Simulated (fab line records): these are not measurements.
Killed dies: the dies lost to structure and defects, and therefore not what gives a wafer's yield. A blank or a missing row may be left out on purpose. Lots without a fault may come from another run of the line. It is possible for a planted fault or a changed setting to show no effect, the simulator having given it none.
Which tool is to blame? ; flow gf180mcu ; 72 wafers from 24 lots sampled at 5 of the route's 602 steps

WHAT THE GAUGES READ, wafer by wafer
GF_V3_THK_MEAS_25: measures by xrf. Usual: for V3_W_THK the level is 338 nm and the standard deviation is 6.9.
lot;measured;on;V3_W_THK (nm);flag
L074;day 22 13:02;filmMetro-01;339 339 332;
L075;day 23 08:41;filmMetro-01;332 342 337;
L076;day 23 11:12;filmMetro-03;338 340 339;
L077;day 23 15:01;filmMetro-04;331 329 329;
L078;day 24 07:37;filmMetro-03;340 338 343;
L079;day 24 16:55;filmMetro-01;342 333 336;
L081;day 25 01:46;filmMetro-01;338 342 342;
L080;day 25 03:32;filmMetro-04;326 329 325;
L082;day 25 10:35;filmMetro-03;349 346 346;
L083;day 25 18:17;filmMetro-03;344 344 346;
L084;day 25 23:43;filmMetro-03;343 347 347;
L085;day 26 05:08;filmMetro-01;344 344 342;
L086;day 26 13:36;filmMetro-04;333 335 334;
L087;day 26 18:32;filmMetro-03;338 345 341;
L088;day 27 06:38;filmMetro-03;342 346 340;
L089;day 27 09:57;filmMetro-01;328 330 332;
L090;day 27 19:13;filmMetro-01;337 334 334;
L091;day 28 03:55;filmMetro-03;352 345 348;
L092;day 28 06:10;filmMetro-04;334 334 326;
L093;day 28 11:17;filmMetro-03;350 353 351;
L094;day 28 20:22;filmMetro-01;339 337 341;
L095;day 29 04:46;filmMetro-03;341 337 341;
L096;day 29 07:01;filmMetro-04;324 327 323;
L097;day 29 12:04;filmMetro-01;338 337 334;

GF_M4_THK_MEAS_06: measures by xrf. Usual: for M4_ALCU_THK the level is 448 nm and the standard deviation is 5.3.
lot;measured;on;M4_ALCU_THK (nm);flag
L074;day 22 13:44;filmMetro-03;443 449 444;
L075;day 23 09:23;filmMetro-03;451 447 450;
L076;day 23 11:54;filmMetro-03;439 451 442;
L077;day 23 15:43;filmMetro-04;450 453 439;
L078;day 24 08:19;filmMetro-02;444 448 441;
L079;day 24 17:37;filmMetro-03;457 459 454;
L081;day 25 02:28;filmMetro-03;444 445 444;
L080;day 25 04:26;filmMetro-03;447 447 445;
L082;day 25 11:17;filmMetro-02;455 457 452;
L083;day 25 18:59;filmMetro-03;443 442 436;
L084;day 26 00:25;filmMetro-03;446 449 453;
L085;day 26 05:50;filmMetro-04;442 449 450;
L086;day 26 14:28;filmMetro-03;444 449 447;
L087;day 26 19:14;filmMetro-03;455 459 449;
L088;day 27 07:20;filmMetro-02;447 443 446;
L089;day 27 10:39;filmMetro-04;444 447 445;
L090;day 27 19:55;filmMetro-03;444 444 446;
L091;day 28 04:37;filmMetro-03;454 449 453;
L092;day 28 06:52;filmMetro-03;463 456 453;
L093;day 28 11:59;filmMetro-04;453 453 453;
L094;day 28 21:24;filmMetro-03;452 451 457;
L095;day 29 05:28;filmMetro-02;446 454 455;
L096;day 29 07:43;filmMetro-03;454 449 455;
L097;day 29 12:46;filmMetro-03;437 444 440;

GF_M4_CD_MEAS_14: target cd 280 nm. Usual: cdNm 280.5 nm, standard deviation 1.1.
lot;measured;on;cdNm (nm);flag
L074;day 23 12:11;cdSem-02;281.9 282.3 280.8;
L075;day 24 07:07;cdSem-01;280.3 280.3 280.3;
L076;day 24 09:04;cdSem-02;277.8 280.8 278.4;
L077;day 24 13:01;cdSem-02;280.3 281.6 279.8;
L078;day 25 05:31;cdSem-02;279.6 280.2 279.4;
L079;day 25 14:33;cdSem-01;280.6 279.7 281.4;
L081;day 25 23:31;cdSem-02;280.9 281.1 280.5;
L080;day 26 00:58;cdSem-02;282.1 281.6 282.3;
L082;day 26 07:43;cdSem-01;281.1 280.9 280.6;
L083;day 26 14:56;cdSem-02;280.7 280.9 282.6;
L084;day 26 21:13;cdSem-01;281.1 280.8 280.8;
L085;day 27 01:58;cdSem-01;281.7 281.1 281.6;
L086;day 27 10:30;cdSem-01;281.2 280.0 280.8;
L087;day 27 15:23;cdSem-02;279.7 279.8 279.9;
L088;day 28 03:28;cdSem-01;279.7 277.9 279.4;
L089;day 28 05:48;cdSem-01;280.5 280.3 280.3;
L090;day 28 15:13;cdSem-01;280.2 279.9 280.3;
L091;day 28 23:43;cdSem-02;279.6 278.2 280.1;
L092;day 29 01:47;cdSem-01;279.9 280.9 281.4;
L093;day 29 07:40;cdSem-01;281.4 282.2 282.9;
L094;day 29 16:45;cdSem-02;281.0 281.4 281.2;
L095;day 29 23:31;cdSem-01;278.3 279.0 279.1;
L096;day 30 02:46;cdSem-01;279.6 280.6 279.7;
L097;day 30 07:15;cdSem-01;280.7 280.2 283.0;

GF_V4_THK_MEAS_25: measures by xrf. Usual: for V4_W_THK the level is 336 nm and the standard deviation is 6.7.
lot;measured;on;V4_W_THK (nm);flag
L074;day 24 12:31;filmMetro-04;332 332 330;
L075;day 25 07:25;filmMetro-04;323 327 331;
L076;day 25 09:19;filmMetro-04;329 325 330;
L077;day 25 12:38;filmMetro-01;336 335 340;
L078;day 26 04:53;filmMetro-02;335 346 339;
L079;day 26 14:05;filmMetro-04;328 331 334;
L081;day 26 22:50;filmMetro-02;333 341 339;
L080;day 26 23:56;filmMetro-01;339 338 335;
L082;day 27 07:14;filmMetro-04;334 342 337;
L083;day 27 14:05;filmMetro-04;333 335 335;
L084;day 27 20:00;filmMetro-04;335 337 338;
L085;day 28 00:11;filmMetro-04;329 334 331;
L086;day 28 09:23;filmMetro-01;338 336 338;
L087;day 28 13:22;filmMetro-02;338 333 339;
L088;day 29 00:56;filmMetro-02;333 330 335;
L089;day 29 04:28;filmMetro-01;335 335 336;
L090;day 29 14:18;filmMetro-04;332 329 331;
L091;day 29 22:12;filmMetro-04;332 334 335;
L092;day 29 23:44;filmMetro-04;335 336 349;
L093;day 30 05:11;filmMetro-01;349 348 338;
L094;day 30 14:04;filmMetro-02;356 337 352;
L095;day 30 19:54;filmMetro-02;343 342 354;
L096;day 30 23:44;filmMetro-04;352 337 350;
L097;day 31 03:57;filmMetro-01;337 331 337;

WHAT TOOL EACH LOT RAN ON (gives the tool, then ch and the chambers of the sampled wafers, and finally the start)
lot;GF_V4_STRIP_18
L074;plasmaAsher-01 ch 0,1, day 24 11:38
L075;plasmaAsher-04 ch 0,1, day 25 06:34
L076;plasmaAsher-01 ch 0,1, day 25 08:27
L077;plasmaAsher-03 ch 0,1, day 25 11:44
L078;plasmaAsher-04 ch 0,1, day 26 04:00
L079;plasmaAsher-01 ch 0,1, day 26 13:11
L081;plasmaAsher-04 ch 0,1, day 26 21:57
L080;plasmaAsher-01 ch 0,1, day 26 23:05
L082;plasmaAsher-03 ch 0,1, day 27 06:22
L083;plasmaAsher-04 ch 0,1, day 27 13:12
L084;plasmaAsher-04 ch 0,1, day 27 19:07
L085;plasmaAsher-01 ch 0,1, day 27 23:20
L086;plasmaAsher-01 ch 0,1, day 28 08:24
L087;plasmaAsher-03 ch 0,1, day 28 12:29
L088;plasmaAsher-03 ch 0,1, day 29 00:05
L089;plasmaAsher-01 ch 0,1, day 29 03:15
L090;plasmaAsher-01 ch 0,1, day 29 13:26
L091;plasmaAsher-04 ch 0,1, day 29 21:20
L092;plasmaAsher-01 ch 0,1, day 29 22:53
L093;plasmaAsher-04 ch 0,1, day 30 04:17
L094;plasmaAsher-03 ch 0,1, day 30 13:11
L095;plasmaAsher-04 ch 1, day 30 19:02
L096;plasmaAsher-04 ch 0,1, day 30 22:49
L097;plasmaAsher-04 ch 0,1, day 31 03:04
- GF_V4_STRIP_18: strips in O2/N2.

AS READ BY THE TOOLS THEMSELVES (means over the sampled wafers that have a number; for cases with no such wafer, the mark the record gives instead)
GF_V4_STRIP_18. Usual: drypumpMotorCurrentA 5.6 A, standard deviation 0.36; heaterPowerW 343 W, standard deviation 34; oesProductAu 0.593 a.u., standard deviation 0.0054.
lot;tool;drypumpMotorCurrentA (A);heaterPowerW (W);oesProductAu (a.u.);flag
L074;plasmaAsher-01;5.3;371;0.596;
L075;plasmaAsher-04;5.9;345;0.592;
L076;plasmaAsher-01;5.3;370;0.593;
L077;plasmaAsher-03;5.6;293;0.597;
L078;plasmaAsher-04;5.9;342;0.591;
L079;plasmaAsher-01;5.3;371;0.596;
L081;plasmaAsher-04;5.9;338;0.595;
L080;plasmaAsher-01;5.3;382;0.591;
L082;plasmaAsher-03;5.6;297;0.596;
L083;plasmaAsher-04;5.9;344;0.588;
L084;plasmaAsher-04;5.9;345;0.591;
L085;plasmaAsher-01;5.3;377;0.588;
L086;plasmaAsher-01;5.3;371;0.597;
L087;plasmaAsher-03;5.9;279;0.592;
L088;plasmaAsher-03;5.6;290;0.586;
L089;plasmaAsher-01;5.3;382;0.590;
L090;plasmaAsher-01;5.3;372;0.595;
L091;plasmaAsher-04;6.0;346;0.598;
L092;plasmaAsher-01;5.3;371;0.592;
L093;plasmaAsher-04;6.0;348;0.591;
L094;plasmaAsher-03;5.9;279;0.592;
L095;plasmaAsher-04;5.9;352;0.595;
L096;plasmaAsher-04;5.9;341;0.601;
L097;plasmaAsher-04;6.0;342;0.593;

THE ANSWER, worked out from the rows above alone
Rule: take the mean of a lot's wafers that have a number; if it is more than 3 standard deviations from the usual mean, the lot is off. A lot without any number at a reading at which 4 lots or more have one is off too. All remaining lots with rows at the step are treated as sound. First the gauges in route order, then the tools' own readings, where a lot's mean is used as printed above. The first step at which some lot is off is used, and at that step the reading that is off furthest; a lot without a number counts as furthest.
None of the lots is off at any reading shown; this tells nothing.

WHAT HAD BEEN PUT IN BY THE SIMULATOR
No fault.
